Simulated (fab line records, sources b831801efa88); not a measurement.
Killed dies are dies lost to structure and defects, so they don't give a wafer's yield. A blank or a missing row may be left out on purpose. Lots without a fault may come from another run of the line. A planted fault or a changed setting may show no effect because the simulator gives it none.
Which tool did it? | flow sky130 | 10 lots, 30 wafers sampled, at 2 steps of a route of 708

WHAT THE GAUGES READ, wafer by wafer
SKY_CAPM_THK_MEAS_01.
lot  | measured     | on            | CAPM_CVD_00_THK (nm)
L940 | day 37 00:38 | film_metro-04 | 15.35 15.66 15.53
L944 | day 38 22:10 | film_metro-04 | 15.32 15.54 15.51
L946 | day 39 03:35 | film_metro-04 | 15.28 15.65 15.84
L947 | day 39 07:39 | film_metro-04 | 15.02 15.19 15.47
L948 | day 39 17:05 | film_metro-02 | 15.05 15.25 14.83
L949 | day 40 04:23 | film_metro-04 | 15.09 15.33 15.48
L950 | day 40 07:31 | film_metro-04 | 15.58 15.15 15.64
L953 | day 41 16:22 | film_metro-02 | 15.47 15.72 16.00
L955 | day 41 20:46 | film_metro-02 | 15.40 15.41 15.78
L957 | day 42 01:52 | film_metro-03 | 15.27 15.36 15.80

WHICH TOOL RAN EACH LOT (tool, then ch and the chambers of the sampled wafers, then the start)
lot  | SKY_CAPM_CVD_00
L940 | pecvd-04 ch 0,1, day 37 00:35
L944 | pecvd-03 ch 1,2, day 38 22:08
L946 | pecvd-04 ch 0,2, day 39 03:34
L947 | pecvd-04 ch 0,1, day 39 07:37
L948 | pecvd-02 ch 0,2, day 39 17:04
L949 | pecvd-03 ch 0,1, day 40 04:21
L950 | pecvd-04 ch 0,1, day 40 07:29
L953 | pecvd-02 ch 0,1, day 41 16:20
L955 | pecvd-04 ch 0,2, day 41 20:43
L957 | pecvd-02 ch 1,2, day 42 01:50
- SKY_CAPM_CVD_00: deposits SiO2, target thk 15.5 nm.

THE ANSWER, worked out from the rows above alone
Rule: what is usual is taken from the lots themselves. Put in order of their means at a reading, lots are off if they are a third of the lots or fewer, leave a main group of 4 or more, and stand apart from it by a gap of 3 or more times the standard deviation of the main group's means; of several such gaps the widest counts. A main group whose means are all the same, to the digits that the tables above print for the reading, isn't used. A lot without any number at a reading at which 4 lots or more have one is off too. The other lots that the step has rows for count as sound.
No lot is off at any reading shown: from this, nothing can be told.

WHAT THE SIMULATOR HAD PUT IN
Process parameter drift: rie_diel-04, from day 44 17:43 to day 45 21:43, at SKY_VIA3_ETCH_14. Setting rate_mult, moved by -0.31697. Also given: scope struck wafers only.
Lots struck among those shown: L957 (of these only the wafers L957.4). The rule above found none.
